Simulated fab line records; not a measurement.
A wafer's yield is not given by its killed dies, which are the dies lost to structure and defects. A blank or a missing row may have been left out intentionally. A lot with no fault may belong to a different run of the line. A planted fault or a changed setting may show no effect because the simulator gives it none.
Which tool was responsible? ; flow gf180mcu ; Sampling: 14 lots, 42 wafers, 2 of 602 route steps

== WHAT THE GAUGES READ, wafer by wafer ==
GF_V1_THK_MEAS_03.
lot;measured;on;V1_CVD_02_THK (nm)
L206;day 17 02:23;film_metro-02;843 837 856
L207;day 17 10:13;film_metro-02;850 858 870
L208;day 17 22:33;film_metro-04;847 835 850
L209;day 18 02:08;film_metro-02;851 853 868
L211;day 19 01:58;film_metro-03;842 869 864
L213;day 20 03:59;film_metro-03;844 859 872
L214;day 20 07:27;film_metro-02;838 836 851
L215;day 20 15:58;film_metro-04;844 860 875
L216;day 20 22:41;film_metro-02;844 847 871
L217;day 21 07:16;film_metro-04;846 851 860
L218;day 21 15:33;film_metro-02;822 842 859
L222;day 23 02:22;film_metro-04;854 853 838
L223;day 23 09:26;film_metro-03;1295 867 857 1297 867 857
L225;day 23 23:08;film_metro-04;859 1301 1325 859 1302 1324

== EACH LOT AND THE TOOL THAT RAN IT (in order: tool; ch and the chambers of the sampled wafers; start) ==
lot;GF_V1_CVD_02
L206;pecvd-02 ch 0,1,2, day 17 02:19
L207;pecvd-02 ch 0,2, day 17 10:08
L208;pecvd-01 ch 1,2, day 17 22:29
L209;pecvd-04 ch 0,1, day 18 02:02
L211;pecvd-04 ch 0,1, day 19 01:53
L213;pecvd-02 ch 1,2, day 20 03:55
L214;pecvd-02 ch 0,1,2, day 20 07:23
L215;pecvd-01 ch 0,1,2, day 20 15:52
L216;pecvd-04 ch 0,2, day 20 22:37
L217;pecvd-01 ch 1,2, day 21 07:11
L218;pecvd-04 ch 0,1,2, day 21 15:29
L222;pecvd-01 ch 0,1,2, day 23 02:18
L223;pecvd-04 ch 0,1,2, day 23 09:21
L225;pecvd-04 ch 0,1, day 23 23:04
- GF_V1_CVD_02: deposits SiO2 from TEOS, target thk 850 nm, time 94.851 s.

== AS READ BY THE TOOLS THEMSELVES (means over the sampled wafers that have a number; for cases with no such wafer, the mark the record gives instead) ==
GF_V1_CVD_02.
lot;tool;heater_power_w (W)
L206;pecvd-02;700
L207;pecvd-02;725
L208;pecvd-01;656
L209;pecvd-04;653
L211;pecvd-04;639
L213;pecvd-02;648
L214;pecvd-02;754
L215;pecvd-01;603
L216;pecvd-04;669
L217;pecvd-01;645
L218;pecvd-04;696
L222;pecvd-01;607
L223;pecvd-04;676
L225;pecvd-04;641

== THE ANSWER, worked out from the rows above alone ==
Rule: usual is defined by the lots themselves. The widest of any qualifying gaps counts: lots, ordered by their means at a reading, are off when they make up no more than a third of the lots, leave a main group of 4 or more, and stand apart from it by 3 or more times the standard deviation of that group's means. If all means in a main group match to the digits the tables above print for the reading, that group is not used. A lot without any number at a reading at which 4 lots or more have one is off too. Where the step has rows for the other lots, those lots are counted as sound. First the gauges in route order, then the tools' own readings, where a lot's mean is used as printed above. The first step at which some lot is off is used, and at that step the reading that is off furthest; a lot without a number counts as furthest.
Off: at GF_V1_THK_MEAS_03 (V1_CVD_02_THK), L223, L225. Mean 852 nm and standard deviation 6.9 in the main group.
A tool fits if, at a process step before that reading, it ran every lot that is off, and no sound lot after the first of them. The gauges at GF_V1_THK_MEAS_03 are tried like those tools. One candidate fits, namely pecvd-04 at GF_V1_CVD_02. A fault onset in the window from L218 (day 21 15:29, its last sound lot) to L223 (day 23 09:21, its first lot off) fits.

== WHAT THE SIMULATOR HAD INSERTED ==
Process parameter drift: pecvd-04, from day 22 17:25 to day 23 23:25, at GF_V1_CVD_02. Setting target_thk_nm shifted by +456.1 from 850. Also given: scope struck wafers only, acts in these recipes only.
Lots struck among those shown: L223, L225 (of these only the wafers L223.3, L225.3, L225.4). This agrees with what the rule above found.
